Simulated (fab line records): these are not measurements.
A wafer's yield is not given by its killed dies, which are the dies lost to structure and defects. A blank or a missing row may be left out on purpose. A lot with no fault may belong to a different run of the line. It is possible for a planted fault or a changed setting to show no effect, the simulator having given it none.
fab line records + flow gf180mcu + part 1 of 2: steps 1 to 42 of 43
record:
- lots: 6
- wafers: 18
- lastDay: 34
route steps=602 shown V3@435 M4@456 V4@476 PASSIVATION@602
lots untouched by any fault: they come from a run of this same line in which no faults occurred
startH: hours from the record's first day to the start of the lot's first wafer shown + waitH: hours from the lot's prior step to this one + " repeats the value in the row above + L1.1+2: a single row standing in for several wafers + - no value, or no start was given + * or withheld: withheld + < > ~ a bound
route shown NAME@n: a module of which the file shows steps, and the number in the route of the first + usual: the fault-free wafers' mean and standard deviation + same: alike in all rows + chamber/n: place in a boat + sites: readings site by site + _std_site: standard deviation across them + _edge_site: outer sites' mean less inner sites' + radiusMm: how far each site lies from the wafer's centre + mask NAME#n: copy n + behind: the tool/chamber that last shaped the wafer + hold: why the lot was held/for how many hours/how that ended + device: the n, p or np transistor that did not switch + end of line: the same wafers' tests at the end of the route + for a step that has no rows: nothing shown but its recipe + killed: the dies lost at the first sort to structure and to defects; this is not the yield of the wafer + map: the dies of a wafer, with x for killed, . for not killed, _ for no die there
set.NAME: setting as actually run; set.NAME@STEP: the setting as run at that earlier step + model.NAME: the simulator's own value behind a step, which no gauge read
certain route steps with their lots: each step a table, each wafer a row
services: from which hour (startH, from the record's first day; less than 0 if before it) a tool's chamber was out of use, for how many hours, and why
== steps ==
step: GF_V3_DEHYDRATE_06
recipe:
- tempC: 200
- timeS: 60
step: GF_V3_HMDS_07
recipe:
- primeTimeS: 60
- primeTempC: 120
step: GF_V3_COAT_08
recipe:
- resist: BARC
- tempC: withheld
- timeS: withheld
- spinRpm: withheld
- resistThkNm: withheld
step: GF_V3_COAT_09
recipe:
- resist: KrF
- spinRpm: withheld
- resistThkNm: 1000
step: GF_V3_SOFTBAKE_10
recipe:
- tempC: 130
- timeS: 60
- resist: KrF
step: GF_V3_EXPOSE_11
recipe:
- maskId: Via3
- targetCdNm: 260
- na: 0.68
- sourceShape: conventional
- sigmaOuter: 0.6
- doseMj: 38
step: GF_V3_PEB_12
recipe:
- pebTempC: 135
- pebTimeS: 90
- resist: KrF
step: GF_V3_DEVELOP_13
recipe:
- developTimeS: 60
- resist: KrF
- devTempC: 21
step: GF_V3_CD_MEAS_14
recipe:
- targetCdNm: 260
usual:
- cdNm: 259.8/1.3
| lot.wafer | tool     | chamber | startH | waitH | cdNm  |
|-----------|----------|---------|--------|-------|-------|
| L126.2    | cdSem-01 | -       | 557.59 | 0.1   | 260.1 |
| L126.3    | "        | -       | "      | "     | 260.7 |
| L126.5    | "        | -       | "      | "     | 261.0 |
| L128.1    | cdSem-02 | -       | 579.39 | 0.1   | 259.0 |
| L128.2    | "        | -       | "      | "     | 260.1 |
| L128.5    | "        | -       | "      | "     | 259.8 |
| L129.1    | cdSem-01 | -       | 585.55 | 0.1   | 260.6 |
| L129.5    | "        | -       | "      | "     | 259.7 |
| L129.6    | "        | -       | "      | "     | 260.3 |
| L131.2    | cdSem-02 | -       | 601.16 | 0.1   | 260.4 |
| L131.3    | "        | -       | "      | "     | 259.6 |
| L131.6    | "        | -       | "      | "     | 259.2 |
| L139.2    | cdSem-02 | -       | 655.27 | 0.1   | 260.1 |
| L139.3    | "        | -       | "      | "     | 259.0 |
| L139.5    | "        | -       | "      | "     | 261.0 |
| L142.1    | cdSem-01 | -       | 678.10 | 0.1   | 258.4 |
| L142.4    | "        | -       | "      | "     | 259.2 |
| L142.5    | "        | -       | "      | "     | 258.0 |
step: GF_V3_OVL_MEAS_15
usual:
- V3_OVL: -1/5.3
| lot.wafer | tool       | chamber | startH | waitH | V3_OVL[nm] |
|-----------|------------|---------|--------|-------|------------|
| L126.2    | overlay-02 | -       | 557.70 | 0.1   | -5         |
| L126.3    | "          | -       | "      | "     | -6         |
| L126.5    | "          | -       | "      | "     | -8         |
| L128.1    | overlay-01 | -       | 579.51 | 0.1   | 10         |
| L128.2    | "          | -       | "      | "     | 3          |
| L128.5    | "          | -       | "      | "     | 3          |
| L129.1    | overlay-02 | -       | 585.67 | 0.1   | 1          |
| L129.5    | "          | -       | "      | "     | 5          |
| L129.6    | "          | -       | "      | "     | 9          |
| L131.2    | overlay-01 | -       | 601.27 | 0.1   | 4          |
| L131.3    | "          | -       | "      | "     | 0          |
| L131.6    | "          | -       | "      | "     | -4         |
| L139.2    | overlay-01 | -       | 655.37 | 0.1   | -11        |
| L139.3    | "          | -       | "      | "     | -7         |
| L139.5    | "          | -       | "      | "     | -12        |
| L142.1    | overlay-02 | -       | 678.22 | 0.1   | 3          |
| L142.4    | "          | -       | "      | "     | 8          |
| L142.5    | "          | -       | "      | "     | 1          |
step: GF_V3_ETCH_16
recipe:
- chemistry: N2/H2
- targetDepthA: withheld
- overetchA: withheld
- timeS: withheld
- target: BARC
- ionEnergyEv: 200
- sourceW: 500
- biasW: 100
- pressureMtorr: 30
- n2FlowSccm: 100
- h2FlowSccm: 200
usual:
- chamberPressureMTorr: 29.999/0.027
- drypumpMotorCurrentA: 5.6/0.41
- oesProductAu: 0.854/0.005
- throttleValvePct: 13.227/0.0088
| lot.wafer | tool       | chamber | startH | waitH | chamberPressureMTorr | drypumpMotorCurrentA | oesProductAu | throttleValvePct |
|-----------|------------|---------|--------|-------|----------------------|----------------------|--------------|------------------|
| L126.2    | rieDiel-01 | 3       | 557.73 | 0.0   | 30.051               | 5.6                  | 0.855        | 13.232           |
| L126.3    | "          | 1       | "      | "     | 30.014               | 5.5                  | 0.849        | 13.217           |
| L126.5    | "          | 3       | "      | "     | 30.023               | 5.6                  | 0.859        | 13.233           |
| L128.1    | rieDiel-04 | 2       | 579.55 | 0.0   | 29.959               | 6.4                  | 0.859        | 13.233           |
| L128.2    | "          | 0       | "      | "     | 29.966               | 5.1                  | 0.852        | 13.229           |
| L128.5    | "          | 2       | "      | "     | 30.016               | 6.4                  | 0.850        | 13.221           |
| L129.1    | rieDiel-04 | 3       | 585.71 | 0.0   | 29.948               | 6.3                  | 0.851        | 13.228           |
| L129.5    | "          | 3       | "      | "     | 29.982               | 6.2                  | 0.855        | 13.242           |
| L129.6    | "          | 0       | "      | "     | 29.989               | 5.1                  | 0.854        | 13.229           |
| L131.2    | rieDiel-02 | 0       | 601.30 | 0.0   | 29.988               | 5.3                  | 0.861        | 13.230           |
| L131.3    | "          | 3       | "      | "     | 30.039               | 5.4                  | 0.858        | 13.226           |
| L131.6    | "          | 0       | "      | "     | 29.978               | 5.3                  | 0.854        | 13.237           |
| L139.2    | rieDiel-04 | 3       | 655.40 | 0.0   | 30.081               | 6.2                  | 0.853        | 13.232           |
| L139.3    | "          | 0       | "      | "     | 29.947               | 5.1                  | 0.861        | 13.231           |
| L139.5    | "          | 0       | "      | "     | 30.009               | 5.1                  | 0.851        | 13.231           |
| L142.1    | rieDiel-01 | 1       | 678.25 | 0.0   | 30.026               | 5.5                  | 0.847        | 13.237           |
| L142.4    | "          | 1       | "      | "     | 30.025               | 5.5                  | 0.857        | 13.222           |
| L142.5    | "          | 0       | "      | "     | 30.014               | 5.7                  | 0.862        | 13.224           |
step: GF_V3_ETCH_17
recipe:
- chemistry: C4F8/O2/Ar
- maskMaterial: KrF
- target: SiO2
- stopOn: TiN
- sourceW: 1500
- biasW: 1200
- pressureMtorr: 40
- c4f8FlowSccm: withheld
- O2_flow_sccm: 6
- Ar_flow_sccm: 300
- timeS: withheld
- targetDepthA: 6350
usual:
- chamberPressureMTorr: 40.00/0.039
- oesProductAu: 0.856/0.0046
| lot.wafer | tool       | chamber | startH | waitH | chamberPressureMTorr | oesProductAu |
|-----------|------------|---------|--------|-------|----------------------|--------------|
| L126.2    | rieDiel-01 | 3       | -      | -     | 40.01                | 0.864        |
| L126.3    | "          | 1       | "      | "     | 40.06                | 0.855        |
| L126.5    | "          | 3       | "      | "     | 40.03                | 0.850        |
| L128.1    | rieDiel-04 | 2       | -      | -     | 40.00                | 0.853        |
| L128.2    | "          | 0       | "      | "     | 39.94                | 0.860        |
| L128.5    | "          | 2       | "      | "     | 39.98                | 0.859        |
| L129.1    | rieDiel-04 | 3       | -      | -     | 39.96                | 0.858        |
| L129.5    | "          | 3       | "      | "     | 40.00                | 0.861        |
| L129.6    | "          | 0       | "      | "     | 40.05                | 0.860        |
| L131.2    | rieDiel-02 | 0       | -      | -     | 39.92                | 0.856        |
| L131.3    | "          | 3       | "      | "     | 40.00                | 0.860        |
| L131.6    | "          | 0       | "      | "     | 40.02                | 0.852        |
| L139.2    | rieDiel-04 | 3       | -      | -     | 40.07                | 0.857        |
| L139.3    | "          | 0       | "      | "     | 40.00                | 0.858        |
| L139.5    | "          | 0       | "      | "     | 39.97                | 0.860        |
| L142.1    | rieDiel-01 | 1       | -      | -     | 39.99                | 0.857        |
| L142.4    | "          | 1       | "      | "     | 40.04                | 0.858        |
| L142.5    | "          | 0       | "      | "     | 40.03                | 0.858        |
step: GF_V3_STRIP_18
recipe:
- chemistry: O2/N2
- powerW: 1400
- pressureMtorr: 1500
- platenTempC: 250
- o2FlowSccm: 3000
- n2FlowSccm: 300
- overashFraction: 0.5
usual:
- chamberPressureMTorr: 1500.1/1.3
- drypumpMotorCurrentA: 6.0/0.37
- heaterPowerW: 324/24
- oesProductAu: 0.593/0.0048
| lot.wafer | tool           | chamber | startH | waitH | chamberPressureMTorr | drypumpMotorCurrentA | heaterPowerW | oesProductAu | rfHoursCounterH |
|-----------|----------------|---------|--------|-------|----------------------|----------------------|--------------|--------------|-----------------|
| L126.2    | plasmaAsher-01 | 0       | 557.86 | -     | 1500.6               | 5.7                  | 289          | 0.589        | 77              |
| L126.3    | "              | 0       | "      | "     | 1496.5               | 5.7                  | 289          | 0.598        | -               |
| L126.5    | "              | 1       | "      | "     | 1502.4               | 5.8                  | 314          | 0.585        | -               |
| L128.1    | plasmaAsher-02 | 1       | 579.68 | -     | 1500.9               | 6.2                  | 353          | 0.588        | 16              |
| L128.2    | "              | 0       | "      | "     | 1499.8               | 5.6                  | 316          | 0.597        | 16              |
| L128.5    | "              | 0       | "      | "     | 1499.0               | 5.6                  | 328          | 0.590        | -               |
| L129.1    | plasmaAsher-02 | 1       | 585.83 | -     | 1501.8               | 6.2                  | 348          | 0.589        | 16              |
| L129.5    | "              | 1       | "      | "     | 1500.3               | 6.2                  | 350          | 0.597        | -               |
| L129.6    | "              | 0       | "      | "     | 1499.1               | 5.6                  | 312          | 0.587        | -               |
| L131.2    | plasmaAsher-01 | 1       | 601.43 | -     | 1498.2               | 5.8                  | 324          | 0.593        | 82              |
| L131.3    | "              | 0       | "      | "     | 1499.1               | 5.6                  | 289          | 0.592        | -               |
| L131.6    | "              | 0       | "      | "     | 1499.3               | 5.6                  | 288          | 0.591        | -               |
| L139.2    | plasmaAsher-02 | 0       | 655.53 | -     | 1499.8               | 5.6                  | 317          | 0.591        | 22              |
| L139.3    | "              | 1       | "      | "     | 1501.4               | 6.2                  | 346          | 0.599        | -               |
| L139.5    | "              | 0       | "      | "     | 1498.0               | 5.7                  | 320          | 0.598        | -               |
| L142.1    | plasmaAsher-02 | 0       | 678.38 | -     | 1499.5               | 5.6                  | 321          | 0.603        | 24              |
| L142.4    | "              | 1       | "      | "     | 1497.8               | 6.2                  | 349          | 0.601        | -               |
| L142.5    | "              | 0       | "      | "     | 1498.9               | 5.6                  | 323          | 0.604        | -               |
step: GF_V3_STRIP_19
recipe:
- chemistry: postEtchResidueRemover
- timeS: 1200
- tempC: 72.5
step: GF_V3_CLEAN_20
recipe:
- chemistry: DIW
- dry: n2Spin
step: GF_V3_SPUTTER_21
recipe:
- material: Ti
- targetThkNm: 15
- chamberPressurePa: 5
- powerW: 2500
- substrateTempC: 200
- timeS: 80.02
usual:
- cathodeDcPowerW: 2500.0/0.44
- throttleValvePct: 29.9/0.92
| lot.wafer | tool          | chamber | startH | waitH | cathodeDcPowerW | throttleValvePct |
|-----------|---------------|---------|--------|-------|-----------------|------------------|
| L126.2    | pvdSputter-04 | -       | 558.39 | 0.0   | 2499.7          | 30.4             |
| L126.3    | "             | -       | "      | "     | 2499.5          | 31.7             |
| L126.5    | "             | -       | "      | "     | 2500.6          | 30.0             |
| L128.1    | pvdSputter-02 | -       | 580.21 | 0.0   | 2499.8          | 29.3             |
| L128.2    | "             | -       | "      | "     | 2500.0          | 31.8             |
| L128.5    | "             | -       | "      | "     | 2500.8          | 31.8             |
| L129.1    | pvdSputter-03 | -       | 586.37 | 0.0   | 2500.2          | 29.1             |
| L129.5    | "             | -       | "      | "     | 2500.1          | 29.2             |
| L129.6    | "             | -       | "      | "     | 2499.8          | 29.7             |
| L131.2    | pvdSputter-02 | -       | 601.99 | 0.0   | 2499.3          | 27.9             |
| L131.3    | "             | -       | "      | "     | 2500.4          | 29.1             |
| L131.6    | "             | -       | "      | "     | 2499.6          | 31.6             |
| L139.2    | pvdSputter-03 | -       | 656.07 | 0.0   | 2499.6          | 30.1             |
| L139.3    | "             | -       | "      | "     | 2500.7          | 28.8             |
| L139.5    | "             | -       | "      | "     | 2500.6          | 29.7             |
| L142.1    | pvdSputter-03 | -       | 678.95 | 0.0   | 2500.8          | 29.6             |
| L142.4    | "             | -       | "      | "     | 2499.6          | 28.8             |
| L142.5    | "             | -       | "      | "     | 2500.3          | 29.1             |
step: GF_V3_SPUTTER_22
recipe:
- material: TiN
- targetThkNm: 10
- chamberPressurePa: 5
- powerW: 4000
- timeS: 40
step: GF_V3_CVD_23
recipe:
- material: W
- targetThkNm: 350
- timeS: 104.9
- tempC: 400
- pressureTorr: 40
step: GF_V3_RS_MEAS_24
recipe:
- thkMeasGauge: four-point-probe
- reads: W_of_V3_CVD_23+TiN_of_V3_SPUTTER_22+Ti_of_V3_SPUTTER_21
usual:
- V3_W_RS: 0.327/0.0045
| lot.wafer | tool         | chamber | startH | waitH | V3_W_RS[ohm/sq] |
|-----------|--------------|---------|--------|-------|-----------------|
| L126.2    | filmMetro-01 | -       | 558.62 | 0.1   | 0.331           |
| L126.3    | "            | -       | "      | "     | 0.322           |
| L126.5    | "            | -       | "      | "     | 0.331           |
| L128.1    | filmMetro-02 | -       | 580.42 | 0.1   | 0.323           |
| L128.2    | "            | -       | "      | "     | 0.337           |
| L128.5    | "            | -       | "      | "     | 0.328           |
| L129.1    | filmMetro-02 | -       | 586.58 | 0.1   | 0.328           |
| L129.5    | "            | -       | "      | "     | 0.329           |
| L129.6    | "            | -       | "      | "     | 0.334           |
| L131.2    | filmMetro-04 | -       | 602.22 | 0.1   | 0.325           |
| L131.3    | "            | -       | "      | "     | 0.321           |
| L131.6    | "            | -       | "      | "     | 0.323           |
| L139.2    | filmMetro-04 | -       | 656.30 | 0.1   | 0.322           |
| L139.3    | "            | -       | "      | "     | 0.322           |
| L139.5    | "            | -       | "      | "     | 0.324           |
| L142.1    | filmMetro-01 | -       | 679.16 | 0.1   | 0.329           |
| L142.4    | "            | -       | "      | "     | 0.321           |
| L142.5    | "            | -       | "      | "     | 0.329           |
step: GF_V3_THK_MEAS_25
recipe:
- thkMeasGauge: xrf
- reads: W_of_V3_CVD_23
usual:
- V3_W_THK: 349/6.5
| lot.wafer | tool         | chamber | startH | waitH | V3_W_THK[nm] |
|-----------|--------------|---------|--------|-------|--------------|
| L126.2    | filmMetro-01 | -       | 558.73 | 0.1   | 353          |
| L126.3    | "            | -       | "      | "     | 360          |
| L126.5    | "            | -       | "      | "     | 355          |
| L128.1    | filmMetro-02 | -       | 580.54 | 0.1   | 350          |
| L128.2    | "            | -       | "      | "     | 338          |
| L128.5    | "            | -       | "      | "     | 348          |
| L129.1    | filmMetro-02 | -       | 586.70 | 0.1   | 345          |
| L129.5    | "            | -       | "      | "     | 344          |
| L129.6    | "            | -       | "      | "     | 340          |
| L131.2    | filmMetro-04 | -       | 602.33 | 0.1   | 341          |
| L131.3    | "            | -       | "      | "     | 345          |
| L131.6    | "            | -       | "      | "     | 343          |
| L139.2    | filmMetro-04 | -       | 656.41 | 0.1   | 347          |
| L139.3    | "            | -       | "      | "     | 347          |
| L139.5    | "            | -       | "      | "     | 345          |
| L142.1    | filmMetro-01 | -       | 679.28 | 0.1   | 350          |
| L142.4    | "            | -       | "      | "     | 360          |
| L142.5    | "            | -       | "      | "     | 352          |
step: GF_V3_CMP_26
recipe:
- stopOn: SiO2
- downForcePsi: 3.5
- platenRpm: 60
- tOverpolishS: 15
- targetThkNm: 0
- padVelocityMS: 0.94248
step: GF_M4_SPUTTER_00
recipe:
- material: Ti
- targetThkNm: 37.5
- arrivingIonEnergyEv: 80
- substrateTempC: 200
- chamberPressurePa: 2
- powerW: 4000
- timeS: 150
step: GF_M4_SPUTTER_01
recipe:
- material: TiN
- targetThkNm: 30
- powerW: 6500
- timeS: 25
- chamberPressurePa: 0.4
usual:
- cathodeDcPowerW: 6499.9/1.2
- throttleValvePct: 30.2/1.3
| lot.wafer | tool          | chamber | startH | waitH | cathodeDcPowerW | throttleValvePct |
|-----------|---------------|---------|--------|-------|-----------------|------------------|
| L126.2    | pvdSputter-01 | -       | 559.18 | 0.1   | 6499.4          | 31.3             |
| L126.3    | "             | -       | "      | "     | 6499.1          | 28.6             |
| L126.5    | "             | -       | "      | "     | 6498.7          | 29.9             |
| L128.1    | pvdSputter-04 | -       | 581.00 | 0.1   | 6500.6          | 30.6             |
| L128.2    | "             | -       | "      | "     | 6499.2          | 29.9             |
| L128.5    | "             | -       | "      | "     | 6500.5          | 31.7             |
| L129.1    | pvdSputter-04 | -       | 587.16 | 0.1   | 6501.3          | 30.1             |
| L129.5    | "             | -       | "      | "     | 6498.9          | 30.0             |
| L129.6    | "             | -       | "      | "     | 6499.3          | 30.7             |
| L131.2    | pvdSputter-01 | -       | 603.00 | 0.1   | 6501.9          | 28.8             |
| L131.3    | "             | -       | "      | "     | 6500.3          | 31.2             |
| L131.6    | "             | -       | "      | "     | 6499.3          | 28.6             |
| L139.2    | pvdSputter-02 | -       | 656.86 | 0.1   | 6498.5          | 27.8             |
| L139.3    | "             | -       | "      | "     | 6498.3          | 31.8             |
| L139.5    | "             | -       | "      | "     | 6499.9          | 31.6             |
| L142.1    | pvdSputter-01 | -       | 679.74 | 0.1   | 6499.9          | 29.0             |
| L142.4    | "             | -       | "      | "     | 6502.8          | 31.5             |
| L142.5    | "             | -       | "      | "     | 6499.9          | 30.2             |
step: GF_M4_SPUTTER_02
recipe:
- material: AlCu
- targetThkNm: 450
- powerW: 10600
- timeS: 23.9
- chamberPressurePa: 0.4
step: GF_M4_SPUTTER_03
recipe:
- material: Ti
- targetThkNm: 10
- substrateTempC: 300
- chamberPressurePa: 0.3
- powerW: 3000
- timeS: 6.443
step: GF_M4_SPUTTER_04
recipe:
- material: TiN
- targetThkNm: 50
- powerW: 6500
- timeS: 41.7
- chamberPressurePa: 0.4
step: GF_M4_RS_MEAS_05
recipe:
- thkMeasGauge: four-point-probe
- reads: TiN_of_M4_SPUTTER_04+Ti_of_M4_SPUTTER_03+AlCu_of_M4_SPUTTER_02+TiN_of_M4_SPUTTER_01+Ti_of_M4_SPUTTER_00
usual:
- M4_ALCU_RS: 0.0700/0.00091
| lot.wafer | tool         | chamber | startH | waitH | M4_ALCU_RS[ohm/sq] |
|-----------|--------------|---------|--------|-------|--------------------|
| L126.2    | filmMetro-03 | -       | 559.32 | 0.0   | 0.0694             |
| L126.3    | "            | -       | "      | "     | 0.0704             |
| L126.5    | "            | -       | "      | "     | 0.0703             |
| L128.1    | filmMetro-02 | -       | 581.12 | 0.0   | 0.0693             |
| L128.2    | "            | -       | "      | "     | 0.0691             |
| L128.5    | "            | -       | "      | "     | 0.0697             |
| L129.1    | filmMetro-03 | -       | 587.28 | 0.0   | 0.0686             |
| L129.5    | "            | -       | "      | "     | 0.0684             |
| L129.6    | "            | -       | "      | "     | 0.0699             |
| L131.2    | filmMetro-01 | -       | 603.14 | 0.0   | 0.0713             |
| L131.3    | "            | -       | "      | "     | 0.0707             |
| L131.6    | "            | -       | "      | "     | 0.0711             |
| L139.2    | filmMetro-02 | -       | 657.00 | 0.0   | 0.0690             |
| L139.3    | "            | -       | "      | "     | 0.0687             |
| L139.5    | "            | -       | "      | "     | 0.0701             |
| L142.1    | filmMetro-01 | -       | 679.86 | 0.0   | 0.0690             |
| L142.4    | "            | -       | "      | "     | 0.0682             |
| L142.5    | "            | -       | "      | "     | 0.0696             |
step: GF_M4_THK_MEAS_06
recipe:
- thkMeasGauge: xrf
- reads: AlCu_of_M4_SPUTTER_02
usual:
- M4_ALCU_THK: 455/6.8
| lot.wafer | tool         | chamber | startH | waitH | M4_ALCU_THK[nm] |
|-----------|--------------|---------|--------|-------|-----------------|
| L126.2    | filmMetro-03 | -       | 559.43 | 0.1   | 455             |
| L126.3    | "            | -       | "      | "     | 450             |
| L126.5    | "            | -       | "      | "     | 451             |
| L128.1    | filmMetro-02 | -       | 581.24 | 0.1   | 459             |
| L128.2    | "            | -       | "      | "     | 458             |
| L128.5    | "            | -       | "      | "     | 454             |
| L129.1    | filmMetro-03 | -       | 587.40 | 0.1   | 460             |
| L129.5    | "            | -       | "      | "     | 465             |
| L129.6    | "            | -       | "      | "     | 455             |
| L131.2    | filmMetro-01 | -       | 603.25 | 0.1   | 452             |
| L131.3    | "            | -       | "      | "     | 455             |
| L131.6    | "            | -       | "      | "     | 454             |
| L139.2    | filmMetro-02 | -       | 657.11 | 0.1   | 461             |
| L139.3    | "            | -       | "      | "     | 461             |
| L139.5    | "            | -       | "      | "     | 451             |
| L142.1    | filmMetro-01 | -       | 679.98 | 0.1   | 467             |
| L142.4    | "            | -       | "      | "     | 474             |
| L142.5    | "            | -       | "      | "     | 466             |
step: GF_M4_DEHYDRATE_07
recipe:
- tempC: 200
- timeS: 60
step: GF_M4_HMDS_08
recipe:
- primeTimeS: 60
- primeTempC: 120
step: GF_M4_COAT_09
recipe:
- resist: KrF
- spinRpm: withheld
- resistThkNm: 1000
step: GF_M4_SOFTBAKE_10
recipe:
- tempC: 130
- timeS: 60
- resist: KrF
step: GF_M4_EXPOSE_11
recipe:
- maskId: Metal4
- targetCdNm: 280
- na: 0.68
- sourceShape: conventional
- sigmaOuter: 0.6
- doseMj: 28
step: GF_M4_PEB_12
recipe:
- pebTempC: 135
- pebTimeS: 90
- resist: KrF
step: GF_M4_DEVELOP_13
recipe:
- developTimeS: 60
- devTempC: 21
step: GF_M4_CD_MEAS_14
recipe:
- targetCdNm: 280
usual:
- cdNm: 280.0/1.2
| lot.wafer | tool     | chamber | startH | waitH | cdNm  |
|-----------|----------|---------|--------|-------|-------|
| L126.2    | cdSem-01 | -       | 581.37 | 0.1   | 279.7 |
| L126.3    | "        | -       | "      | "     | 280.5 |
| L126.5    | "        | -       | "      | "     | 279.1 |
| L128.1    | cdSem-02 | -       | 601.80 | 0.1   | 280.1 |
| L128.2    | "        | -       | "      | "     | 279.6 |
| L128.5    | "        | -       | "      | "     | 281.4 |
| L129.1    | cdSem-01 | -       | 608.39 | 0.1   | 279.0 |
| L129.5    | "        | -       | "      | "     | 280.3 |
| L129.6    | "        | -       | "      | "     | 278.7 |
| L131.2    | cdSem-02 | -       | 623.82 | 0.1   | 280.7 |
| L131.3    | "        | -       | "      | "     | 281.5 |
| L131.6    | "        | -       | "      | "     | 281.2 |
| L139.2    | cdSem-01 | -       | 676.37 | 0.1   | 276.6 |
| L139.3    | "        | -       | "      | "     | 276.3 |
| L139.5    | "        | -       | "      | "     | 277.5 |
| L142.1    | cdSem-01 | -       | 697.90 | 0.1   | 281.5 |
| L142.4    | "        | -       | "      | "     | 280.2 |
| L142.5    | "        | -       | "      | "     | 280.6 |
step: GF_M4_OVL_MEAS_15
usual:
- M4_OVL: -1/5.2
| lot.wafer | tool       | chamber | startH | waitH | M4_OVL[nm] |
|-----------|------------|---------|--------|-------|------------|
| L126.2    | overlay-01 | -       | 581.48 | 0.1   | 4          |
| L126.3    | "          | -       | "      | "     | -4         |
| L126.5    | "          | -       | "      | "     | -4         |
| L128.1    | overlay-01 | -       | 601.92 | 0.1   | 5          |
| L128.2    | "          | -       | "      | "     | 3          |
| L128.5    | "          | -       | "      | "     | 0          |
| L129.1    | overlay-02 | -       | 608.51 | 0.1   | 11         |
| L129.5    | "          | -       | "      | "     | 9          |
| L129.6    | "          | -       | "      | "     | 12         |
| L131.2    | overlay-01 | -       | 623.93 | 0.1   | 0          |
| L131.3    | "          | -       | "      | "     | 1          |
| L131.6    | "          | -       | "      | "     | 3          |
| L139.2    | overlay-01 | -       | 676.47 | 0.1   | 2          |
| L139.3    | "          | -       | "      | "     | 3          |
| L139.5    | "          | -       | "      | "     | 7          |
| L142.1    | overlay-02 | -       | 698.02 | 0.1   | -7         |
| L142.4    | "          | -       | "      | "     | -8         |
| L142.5    | "          | -       | "      | "     | -4         |
step: GF_M4_METAL_ETCH_16
recipe:
- chemistry: Cl2/BCl3
- maskMaterial: KrF
- targetDepthNm: 750.8
- stopOn: SiO2
- pressureMtorr: 8
- icpW: 800
- biasW: 140
- Cl2_flow_sccm: 80
- bcl3FlowSccm: 40
- timeS: 125.1
step: GF_M4_STRIP_17
recipe:
- chemistry: O2/N2
- powerW: 1400
- pressureMtorr: 1500
- platenTempC: 250
- o2FlowSccm: 3000
- n2FlowSccm: 300
- overashFraction: 0.5
usual:
- chamberPressureMTorr: 1500.1/1.3
- drypumpMotorCurrentA: 5.7/0.68
- heaterPowerW: 327/24
- oesProductAu: 0.537/0.005
- stripTimeToEndpointS: 7.38/0.057
| lot.wafer | tool           | chamber | startH | waitH | chamberPressureMTorr | drypumpMotorCurrentA | heaterPowerW | oesProductAu | rfHoursCounterH | stripTimeToEndpointS |
|-----------|----------------|---------|--------|-------|----------------------|----------------------|--------------|--------------|-----------------|----------------------|
| L126.2    | plasmaAsher-04 | 1       | 581.63 | 0.1   | 1500.6               | 4.7                  | 363          | 0.543        | 49              | 7.43                 |
| L126.3    | "              | 1       | "      | "     | 1498.8               | 4.7                  | 353          | 0.537        | -               | 7.37                 |
| L126.5    | "              | 0       | "      | "     | 1501.4               | 6.7                  | 331          | 0.544        | -               | 7.39                 |
| L128.1    | plasmaAsher-04 | 1       | 602.08 | 0.1   | 1503.2               | 4.7                  | 353          | 0.543        | 51              | 7.39                 |
| L128.2    | "              | 0       | "      | "     | 1500.4               | 6.7                  | 324          | 0.544        | 51              | 7.40                 |
| L128.5    | "              | 0       | "      | "     | 1498.1               | 6.7                  | 324          | 0.534        | -               | 7.44                 |
| L129.1    | plasmaAsher-04 | 1       | 608.68 | 0.1   | 1499.0               | 4.7                  | 365          | 0.535        | 52              | 7.38                 |
| L129.5    | "              | 0       | "      | "     | 1501.2               | 6.7                  | 330          | 0.536        | -               | 7.36                 |
| L129.6    | "              | 1       | "      | "     | 1500.2               | 4.8                  | 366          | 0.534        | -               | 7.30                 |
| L131.2    | plasmaAsher-04 | 1       | 624.09 | 0.1   | 1498.2               | 4.7                  | 344          | 0.530        | 54              | 7.36                 |
| L131.3    | "              | 1       | "      | "     | 1500.0               | 4.7                  | 362          | 0.534        | -               | 7.38                 |
| L131.6    | "              | 1       | "      | "     | 1499.4               | 4.8                  | 354          | 0.539        | -               | 7.47                 |
| L139.2    | plasmaAsher-02 | 0       | 676.63 | 0.1   | 1502.1               | 5.6                  | 320          | 0.530        | 24              | 7.31                 |
| L139.3    | "              | 0       | "      | "     | 1499.4               | 5.7                  | 321          | 0.531        | -               | 7.32                 |
| L139.5    | "              | 0       | "      | "     | 1501.5               | 5.6                  | 321          | 0.533        | -               | 7.27                 |
| L142.1    | plasmaAsher-04 | 0       | 698.31 | 0.2   | 1498.0               | 6.7                  | 322          | 0.540        | 62              | 7.36                 |
| L142.4    | "              | 1       | "      | "     | 1500.1               | 4.7                  | 365          | 0.538        | -               | 7.39                 |
| L142.5    | "              | 1       | "      | "     | 1499.3               | 4.7                  | 372          | 0.537        | -               | 7.39                 |
step: GF_M4_STRIP_18
recipe:
- chemistry: postEtchResidueRemover
- timeS: 1200
- tempC: 72.5
step: GF_M4_CLEAN_19
recipe:
- chemistry: DIW
- dry: n2Spin
step: GF_V4_CVD_00
recipe:
- material: SiO2
- targetThkNm: 600
- sigmaOpenFrac: 0.3
- tempC: 400
- timeS: 100
- sih4FlowSccm: 59.04
- pressureMtorr: 6
